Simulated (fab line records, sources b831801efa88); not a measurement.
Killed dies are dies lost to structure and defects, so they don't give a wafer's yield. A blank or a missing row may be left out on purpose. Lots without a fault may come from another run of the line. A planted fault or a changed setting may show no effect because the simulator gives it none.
fab line records | flow sky130
record lots=5 wafers=15 last_day=49
route steps=708 shown GATE_OXIDE@192 POLY_GATE@204 RES_PROTECT@206
lots that met no fault: from a run of the same line without faults
start_h: hours from the record's first day to the start of the lot's first wafer shown | wait_h: hours since the lot's step before | " the same as in the row above | L1.1+2: a row that stands for several wafers | - no value, or no start given | * or withheld: withheld | < > ~ a bound
route shown NAME@n: a module of which the file shows steps, and the number in the route of the first | usual: mean/standard deviation of fault-free wafers | same: alike in all rows | chamber/n: place in a boat | sites: the reading at each site | _std_site: their standard deviation | _edge_site: outer sites' mean less inner sites' | radius_mm: how far each site lies from the wafer's centre | mask NAME#n: copy n | behind: the tool/chamber that last shaped the wafer | hold: why the lot was held/for how many hours/how that ended | device: the transistor (n, p or np) that didn't switch | end of line: the same wafers' tests at the end of the route | a step without rows: its recipe alone | killed: dies lost to structure and defects at the first sort, not the wafer's yield | map: a wafer's dies, x killed, . not, _ none there
set.NAME: the setting as run; set.NAME@STEP: as run at that earlier step | model.NAME: the simulator's own value behind a step, which no gauge read
lots at some steps of the route; a table a step, a row a wafer
services: from which hour (start_h, from the record's first day; less than 0 if before it) a tool's chamber was out of use, for how many hours, and why
## steps
# step SKY_GATE_OXIDE_COAT_05
# recipe resist=NOVOLAK spin_rpm=3000 resist_thk_nm=1140
# step SKY_GATE_OXIDE_SOFTBAKE_06
# recipe temp_c=90 time_s=58.68 resist=NOVOLAK
# step SKY_GATE_OXIDE_EXPOSE_07
# recipe mask_id=LVOM na=0.6 source_shape=conventional sigma_outer=0.6 polarization=unpolarized target_cd_nm=600 dose_mj=170
# step SKY_GATE_OXIDE_PEB_08
# recipe temp_c=withheld time_s=* resist=NOVOLAK
# step SKY_GATE_OXIDE_DEVELOP_09
# recipe resist=NOVOLAK developer=TMAH develop_time_s=60 dev_temp_c=23
# step SKY_GATE_OXIDE_OVL_MEAS_10
# usual GATE_OXIDE_OVL=0.8/1.4
# columns lot.wafer tool chamber start_h wait_h GATE_OXIDE_OVL[nm]
L997.1 overlay-02 - 372.23 0.1 2.2
L997.2 " - " " 1.3
L997.4 " - " " 0.8
L103.1 overlay-01 - 414.38 0.1 0.6
L103.2 " - " " 3.0
L103.4 " - " " -0.4
L105.2 overlay-01 - 433.88 0.1 0.2
L105.3 " - " " 1.7
L105.5 " - " " 1.5
L107.2 overlay-01 - 451.24 0.1 2.2
L107.3 " - " " 0.8
L107.4 " - " " 2.1
L109.3 overlay-02 - 466.30 0.1 -1.7
L109.4 " - " " -1.5
L109.5 " - " " -2.9
# step SKY_GATE_OXIDE_IMPLANT_11
# recipe species=B energy_kev=10 dose_cm2=2.6e+12 tilt_deg=withheld
# step SKY_GATE_OXIDE_WET_ETCH_12
# recipe chemistry=dHF target_depth_nm=16.8 dry=n2_spin target=SiO2 dilution=100:1 temp_c=25 time_s=336
# step SKY_GATE_OXIDE_STRIP_13
# recipe chemistry=O2/N2 power_w=1400 pressure_mtorr=1500 platen_temp_c=withheld o2_flow_sccm=3000 n2_flow_sccm=300 overash_fraction=0.5
# usual drypump_motor_current_A=6.1/0.5 o2_flow_sccm=3001/9 oes_product_au=0.716/0.0044 strip_time_to_endpoint_s=14.19/0.039
# columns lot.wafer tool chamber start_h wait_h drypump_motor_current_A o2_flow_sccm oes_product_au rf_hours_counter_h strip_time_to_endpoint_s
L997.1 plasma_asher-01 0 372.52 0.0 5.5 3000 0.717 26 14.17
L997.2 " 1 " " 6.2 3000 0.709 26 14.18
L997.4 " 1 " " 6.1 2996 0.719 - 14.22
L103.1 plasma_asher-03 0 414.68 0.0 5.2 3000 0.717 60 14.21
L103.2 " 1 " " 6.3 3010 0.712 60 14.24
L103.4 " 0 " " 5.2 3002 0.713 - 14.16
L105.2 plasma_asher-01 1 434.17 0.0 6.1 3013 0.722 33 14.17
L105.3 " 0 " " 5.5 3007 0.719 - 14.20
L105.5 " 0 " " 5.5 3003 0.715 - 14.21
L107.2 plasma_asher-03 0 451.52 0.0 5.2 2984 0.723 64 14.20
L107.3 " 0 " " 5.2 3001 0.707 - 14.23
L107.4 " 1 " " 6.3 2999 0.717 - 14.26
L109.3 plasma_asher-04 0 466.61 0.0 6.2 2990 0.722 - 14.28
L109.4 " 1 " " 6.7 2998 0.711 - 14.24
L109.5 " 1 " " 6.7 3000 0.716 - 14.23
# step SKY_GATE_OXIDE_TW_MEAS_14
# usual GATE_OXIDE_TW=225.3/0.97
# columns lot.wafer tool chamber start_h wait_h GATE_OXIDE_TW
L997.1 film_metro-04 - 372.62 0.1 226.9
L997.2 " - " " 226.2
L997.4 " - " " 226.3
L103.1 film_metro-01 - 414.78 0.1 225.2
L103.2 " - " " 225.9
L103.4 " - " " 226.3
L105.2 film_metro-01 - 434.28 0.1 225.2
L105.3 " - " " 225.2
L105.5 " - " " 225.6
L107.2 film_metro-02 - 451.63 0.1 225.3
L107.3 " - " " 223.5
L107.4 " - " " 224.8
L109.3 film_metro-01 - 466.70 0.1 226.1
L109.4 " - " " 224.9
L109.5 " - " " 226.0
# step SKY_GATE_OXIDE_CLEAN_15
# recipe chemistry=SC1/SC2 mix=1:4:20 temp_c=70 time_s=150 dry=n2_spin
# step SKY_GATE_OXIDE_OXIDATION_16
# recipe temp_c=800 ambient=O2 idle_temp_c=700 ramp_up_c_per_min=10 ramp_down_c_per_min=3 stabilise_s=600 purge_s=300 target_thk_a=35.7 ox_time_s=1915
# step SKY_POLY_GATE_CVD_00
# recipe material=poly-Si target_thk_nm=180 temp_c=620 time_s=720 pressure_mtorr=200
# usual spike_tc_bottom_C=639.1/1.5 spike_tc_centre_C=620.3/0.9 spike_tc_lower_C=620.5/1.3 spike_tc_top_C=638.0/1.7 spike_tc_upper_C=621.4/1.4 susceptor_temp_C=619.99/0.26
# columns lot.wafer tool chamber start_h wait_h spike_tc_bottom_C spike_tc_centre_C spike_tc_lower_C spike_tc_top_C spike_tc_upper_C susceptor_temp_C model.poly-Si_of_POLY_GATE_CVD_00.thk_nm
L997.1 lpcvd-01 0 384.28 10.0 640.8 620.5 621.3 639.3 622.6 619.96 180
L997.2 " 0 " " 640.3 620.6 622.4 640.1 620.4 619.79 179.4
L997.4 " 0 " " 640.6 620.3 620.8 639.6 623.4 619.87 180.2
L103.1 lpcvd-01 1 419.51 0.0 639.2 619.9 620.2 636.6 620.7 619.86 180
L103.2 " 1 " " 638.7 621.1 619.6 637.2 617.8 619.79 180.2
L103.4 " 1 " " 639.6 621.2 617.9 636.7 621.4 619.87 180.7
L105.2 lpcvd-01 0 436.68 0.0 652.3 631.3 634.2 650.4 633.9 631.63 233
L105.3 " 0 " " 650.6 631.2 633.2 649.7 634.6 631.31 233.5
L105.5 " 0 " " 650.5 631.1 633.7 649.8 633.9 630.86 233.5
L107.2 lpcvd-01 1 454.42 1.1 639.3 620.1 620.1 636.9 619.2 620.05 180.3
L107.3 " 1 " " 638.7 621.6 619.9 635.5 621.0 619.70 181.5
L107.4 " 1 " " 636.8 622.3 619.2 637.6 622.4 619.59 182
L109.3 lpcvd-01 1 471.21 0.0 637.6 618.8 619.3 636.6 619.4 620.10 182.5
L109.4 " 1 " " 636.4 621.1 619.5 636.5 621.9 620.11 181.5
L109.5 " 1 " " 638.7 622.2 620.2 637.5 620.4 620.24 180.7
# step SKY_POLY_GATE_THK_MEAS_01
# recipe reads=poly-Si_of_POLY_GATE_CVD_00
# usual POLY_GATE_CVD_00_THK=180.3/1.6
# columns lot.wafer tool chamber start_h wait_h POLY_GATE_CVD_00_THK[nm]
L997.1 film_metro-01 - 385.48 0.0 180.0
L997.2 " - " " 179.4
L997.4 " - " " 180.1
L103.1 film_metro-01 - 420.71 0.0 179.9
L103.2 " - " " 180.3
L103.4 " - " " 180.7
L105.2 film_metro-01 - 437.89 0.0 233.1
L105.3 " - " " 233.5
L105.5 " - " " 233.6
L107.2 film_metro-03 - 455.63 0.0 180.3
L107.3 " - " " 181.5
L107.4 " - " " 182.1
L109.3 film_metro-03 - 472.43 0.0 182.6
L109.4 " - " " 181.6
L109.5 " - " " 180.6
# step SKY_RES_PROTECT_DEHYDRATE_00
# recipe temp_c=200 time_s=60
# step SKY_RES_PROTECT_HMDS_01
# recipe prime_time_s=60 prime_temp_c=120
# step SKY_RES_PROTECT_COAT_02
# recipe resist=NOVOLAK spin_rpm=3000 resist_thk_nm=1140
# step SKY_RES_PROTECT_SOFTBAKE_03
# recipe temp_c=90 time_s=60 resist=NOVOLAK
# step SKY_RES_PROTECT_EXPOSE_04
# recipe mask_id=RPM na=0.6 source_shape=conventional sigma_outer=0.6 polarization=unpolarized target_cd_nm=1270 dose_mj=131
# step SKY_RES_PROTECT_PEB_05
# recipe temp_c=withheld time_s=* resist=NOVOLAK
# step SKY_RES_PROTECT_DEVELOP_06
# recipe resist=NOVOLAK developer=TMAH develop_time_s=60 dev_temp_c=23
# step SKY_POLY_GATE_IMPLANT_02
# recipe species=P energy_kev=30 dose_cm2=7.812e+15 tilt_deg=0
# step SKY_RES_PROTECT_STRIP_07
# recipe chemistry=O2/N2 power_w=1400 pressure_mtorr=1500 platen_temp_c=withheld o2_flow_sccm=3000 n2_flow_sccm=300 overash_fraction=0.5
# usual drypump_motor_current_A=5.9/0.38 o2_flow_sccm=3001/9.1 oes_product_au=0.517/0.0047 strip_time_to_endpoint_s=23.36/0.04
# columns lot.wafer tool chamber start_h wait_h drypump_motor_current_A o2_flow_sccm oes_product_au rf_hours_counter_h strip_time_to_endpoint_s
L997.1 plasma_asher-04 1 414.63 0.1 6.7 3006 0.518 73 23.38
L997.2 " 0 " " 6.3 3010 0.507 73 23.39
L997.4 " 1 " " 6.7 3003 0.507 - 23.39
L103.1 plasma_asher-01 1 450.44 0.1 6.2 3006 0.517 35 23.36
L103.2 " 0 " " 5.5 2999 0.527 35 23.36
L103.4 " 0 " " 5.5 3013 0.512 - 23.39
L105.2 plasma_asher-04 1 468.42 0.1 6.7 3005 0.520 79 23.41
L105.3 " 0 " " 6.2 3006 0.517 - 23.41
L105.5 " 1 " " 6.7 2996 0.521 - 23.39
L107.2 plasma_asher-01 0 486.51 0.1 5.5 3004 0.517 38 23.42
L107.3 " 0 " " 5.5 2986 0.514 - 23.37
L107.4 " 1 " " 6.1 3018 0.517 - 23.42
L109.3 plasma_asher-02 0 502.22 0.1 5.5 2986 0.522 - 23.37
L109.4 " 1 " " 5.8 3000 0.519 - 23.32
L109.5 " 1 " " 5.8 3003 0.510 - 23.33
# step SKY_RES_PROTECT_TW_MEAS_08
# usual POLY_GATE_TW=4058/21
# columns lot.wafer tool chamber start_h wait_h POLY_GATE_TW
L997.1 film_metro-03 - 414.73 0.1 4065
L997.2 " - " " 4065
L997.4 " - " " 4051
L103.1 film_metro-04 - 450.54 0.1 4059
L103.2 " - " " 4073
L103.4 " - " " 4056
L105.2 film_metro-04 - 468.53 0.1 4039
L105.3 " - " " 4075
L105.5 " - " " 4046
L107.2 film_metro-01 - 486.62 0.1 4056
L107.3 " - " " 4072
L107.4 " - " " 4076
L109.3 film_metro-03 - 502.31 0.1 4019
L109.4 " - " " 4035
L109.5 " - " " 4028
# step SKY_RES_PROTECT_CLEAN_09
# recipe chemistry=SC1/SC2 mix=1:4:20 temp_c=70 time_s=150 dry=n2_spin
# columns lot.wafer tool chamber start_h wait_h model.poly-Si_of_POLY_GATE_CVD_00.thk_nm
L997.1 wet_bench-03 2 414.79 0.1 179.4
L997.2 " 2 " " 178.7
L997.4 " 2 " " 179.6
L103.1 wet_bench-04 1 450.60 0.1 179.3
L103.2 " 1 " " 179.6
L103.4 " 1 " " 180
L105.2 wet_bench-03 1 468.58 0.0 232.4
L105.3+5 " 1 " " 232.9
L107.2 wet_bench-01 1 486.67 0.0 179.6
L107.3 " 1 " " 180.9
L107.4 " 1 " " 181.3
L109.3 wet_bench-01 2 502.35 0.0 181.9
L109.4 " 2 " " 180.8
L109.5 " 2 " " 180.1
# step SKY_POLY_GATE_CVD_03
# recipe material=Si3N4 precursor=DCS/NH3 target_thk_nm=75 temp_c=770 time_s=1290 pressure_mtorr=250
## services
# columns tool chamber start_h hours kind
plasma_asher-03 - 352.82 8.9 repair
wet_bench-01 - 359.09 2.7 repair
plasma_asher-03 - 364.48 7.3 repair
lpcvd-01 - 369.68 14.6 pm
plasma_asher-04 - 384.16 4.2 repair
plasma_asher-02 - 385.04 21.0 repair
wet_bench-04 - 411.95 0.5 repair
plasma_asher-02 - 421.25 9.0 pm
plasma_asher-02 0 421.25 9.0 vent_cycle
plasma_asher-02 1 421.25 9.0 vent_cycle
plasma_asher-02 0 430.25 - clean
plasma_asher-02 1 430.25 - clean
plasma_asher-01 - 458.78 8.1 repair
plasma_asher-03 - 475.92 3.0 repair
plasma_asher-03 - 492.63 7.9 repair
## key
first_sign step=SKY_POLY_GATE_CVD_00 reading=susceptor_temp_C direction=up sigmas=44 usual=* struck=*
effect step=SKY_POLY_GATE_CVD_00 reading=spike_tc_centre_C direction=up sigmas=12 usual=620.3 struck=631.2
effect step=SKY_POLY_GATE_THK_MEAS_01 reading=POLY_GATE_CVD_00_THK direction=up sigmas=34 usual=180.3 struck=233.4
model_effect step=SKY_POLY_GATE_CVD_00 value=poly-Si_of_POLY_GATE_CVD_00.thk_nm without=180.3 struck=233.3
model_effect step=SKY_RES_PROTECT_CLEAN_09 value=poly-Si_of_POLY_GATE_CVD_00.thk_nm without=179.7 struck=232.7
met_at SKY_POLY_GATE_CVD_00
struck_wafers L105.2,L105.3,L105.5
later_rows_left_out L105.2,L105.3,L105.5
sort_left_out L105.2,L105.3,L105.5
tester_left_out L105
onset_between 384.28 436.68
fault kind=process_parameter_drift tool=lpcvd-01 chamber=0 onset_h=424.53 steps=SKY_POLY_GATE_CVD_00 channel=temp_c offset=* shape=step end_h=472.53 stated=*
# tester_left_out: of these lots the tester's yield and bins aren't shown, on N5 and GAA mostly nor the transistor test; their killed dies are dies lost to structure and defects alone, not to doping, threshold or leakage, so they don't give the yield
# sort_left_out: the simulated sort isn't trusted on such a fault, so these wafers' sort isn't shown, and their yield isn't known
# later_rows_left_out: the simulator's readings of these wafers behind a module that went badly wrong aren't trusted and aren't shown, but for the sort
